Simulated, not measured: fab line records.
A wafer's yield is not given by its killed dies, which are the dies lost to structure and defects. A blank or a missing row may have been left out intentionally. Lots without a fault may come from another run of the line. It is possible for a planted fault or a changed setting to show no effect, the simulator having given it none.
Chamber matching    flow sky130    cmp-01 running SKY_LI_CONTACT_CMP_24: 3 sister chambers
The step polishes, stops on PSG, t overpolish 20 s, target thk 0 nm. 6 wafers are shown with their chamber, then 6 later ones without.

== EACH WAFER AND ITS CHAMBER ==
wafer   chamber  time to endpoint s (s)  motor current A (A)
L079.6  3        101                     11.5
L080.6  3        101                     10.4
L091.5  0        98                      11.2
L091.6  1        98                      11.7
L092.3  0        100                     11.7
L092.4  1        95                      11.4

== WAFERS WITH NO CHAMBER GIVEN ==
wafer   time to endpoint s (s)  motor current A (A)
L092.5  98                      10.7
L094.2  100                     10.6
L094.6  101                     11.5
L095.1  98                      11.1
L097.4  92                      11.7
L097.5  97                      10.8

== WHICH CHAMBER EACH ONE RAN IN ==
wafer   from the rows above           in truth
L092.5  can't be placed: 0 or 1 or 3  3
L094.2  can't be placed: 3 or 0       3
L094.6  can't be placed: 3 or 0 or 1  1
L095.1  can't be placed: 0 or 1 or 3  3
L097.4  can't be placed: 1 or 0       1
L097.5  can't be placed: 1 or 0 or 3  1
Placed correctly: 0 of 6. Can't be placed from these rows: 6 (the true chamber is among the candidates in 6). Placed wrongly: 0.
How it was worked out, from the rows above alone: a wafer's distance from a chamber is the root of the sum, over the readings, of the square of ((its reading less the chamber's mean) divided by the reading's scatter). The wafer belongs to the nearest chamber; if the next one is less than 2 further off, it can't be placed. A chamber's mean is the mean of its shown wafers. The scatter: the root of (the sum of the squares of (reading less its chamber's mean) over the shown wafers, divided by (wafers less chambers)).
